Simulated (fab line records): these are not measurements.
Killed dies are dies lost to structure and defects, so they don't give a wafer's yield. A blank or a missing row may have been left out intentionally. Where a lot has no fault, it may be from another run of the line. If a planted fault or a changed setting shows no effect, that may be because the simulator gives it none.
The same fault as seen by 2 desks | flow sfq_line | only its own numbers are on each desk; what lay behind them is given at the end

## AT THE TOOL OWNER'S DESK: cmp-02
The tool's own readings at SFQ_TRILAYER_I3_CMP_CMP_082 (polishes SiO2): means of the sampled wafers that have a number, for each lot that ran on this tool. Marked OUT: a lot whose mean sits more than 4 standard deviations from the usual mean, which makes it out of limits; the brackets give that distance.
Columns: A = motor_current_A at SFQ_TRILAYER_I3_CMP_CMP_082, usual 9.9 A; B = time_to_endpoint_s at SFQ_TRILAYER_I3_CMP_CMP_082, usual 213 s
lot  | first seen here | A    | B
L887 | day 25 21:55    | 9.7  | 216
L888 | day 28 04:08    | 9.7  | 206
L889 | day 28 08:38    | 10.4 | 235
L890 | day 28 10:38    | 11.0 | 284 (+9.7) OUT
L891 | day 28 16:08    | 9.8  | 229
L898 | day 38 16:19    | 10.4 | 215
L899 | day 38 19:19    | 9.7  | 210
L901 | day 39 00:43    | 10.5 | 207
L903 | day 39 08:43    | 9.6  | 205
L905 | day 39 10:43    | 10.2 | 207
L906 | day 39 13:43    | 10.9 | 203
L907 | day 39 18:01    | 9.5  | 214
L908 | day 39 20:31    | 9.7  | 211
This desk's finding: out of limits on L890; first on L890, day 28 10:38 (time_to_endpoint_s at SFQ_TRILAYER_I3_CMP_CMP_082). L887, L888, L889, L891, L898, L899, L901, L903, L905, L906, L907, L908: within limits.

## METROLOGY DESK
What the gauges read, lot by lot, whatever tool the lot ran on: means of the sampled wafers that have a number. Marked OUT: a lot whose mean sits more than 4 standard deviations from the usual mean, which makes it out of limits; the brackets give that distance.
Columns: A = I3_BOW at SFQ_I3_BOW_MEAS_922, usual 2 um
lot  | first seen here | A
L885 | day 24 23:13    | 3
L886 | day 25 11:12    | 7
L887 | day 26 00:25    | 9
L888 | day 28 07:14    | 3
L889 | day 28 10:09    | 0
L890 | day 28 13:10    | 1
L891 | day 28 19:08    | 24
L898 | day 38 19:19    | -2
L899 | day 38 22:19    | 9
L901 | day 39 03:43    | -4
L903 | day 39 10:44    | -4
L905 | day 39 13:43    | 10
L906 | day 39 16:43    | -8
L907 | day 39 20:34    | -2
L908 | day 39 23:31    | 9
Result from this desk: across the 15 lots, nothing is out of limits.

## BROUGHT TOGETHER
At day 28 10:38, on L890, the tool owner's desk was in a position to raise an alarm.
At the metrology desk, nothing out of limits was observed.
The metrology desk holds a record of L890, inside its limits.
Of the lots named, all ran SFQ_TRILAYER_I3_CMP_CMP_082 on cmp-02.

## WHAT THE SIMULATOR HAD INSERTED
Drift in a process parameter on cmp-02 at SFQ_TRILAYER_I3_CMP_CMP_082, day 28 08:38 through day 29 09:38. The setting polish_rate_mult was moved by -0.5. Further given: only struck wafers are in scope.
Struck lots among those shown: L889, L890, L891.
Each desk's first reading out of limits, in hours after the fault started: the tool owner's desk, 2.
